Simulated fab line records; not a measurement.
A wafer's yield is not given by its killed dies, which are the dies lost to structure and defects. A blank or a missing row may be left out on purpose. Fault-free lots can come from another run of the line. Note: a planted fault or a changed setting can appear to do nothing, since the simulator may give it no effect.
Chamber matching -- flow gf180mcu -- GF_V3_ETCH_16 on rie diel-04 has 4 sister chambers
The step etches BARC in N2/H2. 8 wafers are shown with their chamber, then 8 later ones without.

== WAFERS WITH THEIR CHAMBER ==
wafer,chamber,drypump motor current A (A),throttle valve pct (%)
L080.5,2,6.23,13.231
L079.2,3,5.56,13.234
L079.6,3,5.56,13.233
L082.3,1,5.81,13.244
L082.5,1,5.81,13.228
L083.2,2,6.23,13.218
L083.6,0,6.01,13.210
L088.3,0,5.99,13.227

== WAFERS WITH NO CHAMBER GIVEN ==
wafer,drypump motor current A (A),throttle valve pct (%)
L088.4,5.77,13.220
L088.6,5.97,13.233
L091.4,5.80,13.218
L091.5,6.01,13.225
L091.6,5.56,13.243
L093.1,5.96,13.224
L093.3,5.80,13.221
L093.5,5.56,13.229

== WHICH CHAMBER EACH WENT THROUGH ==
wafer,from the rows above,in truth
L088.4,1,1
L088.6,0,0
L091.4,1,1
L091.5,0,0
L091.6,3,3
L093.1,0,0
L093.3,1,1
L093.5,3,3
Placed correctly: 8 of 8. From these rows, 0 cannot be placed. Placed wrongly: 0.
How it was worked out, from the rows above alone: a wafer's distance from a chamber is the root of the sum, over the readings, of the square of ((its reading less the chamber's mean) divided by the reading's scatter). If the next closest chamber is less than 2 further off than the closest, the wafer can't be placed; otherwise it belongs to the closest. A chamber's mean is the mean of its shown wafers. The scatter: take each reading less its chamber's mean, square it, sum over the shown wafers, divide by the number of wafers less the number of chambers, and take the root.
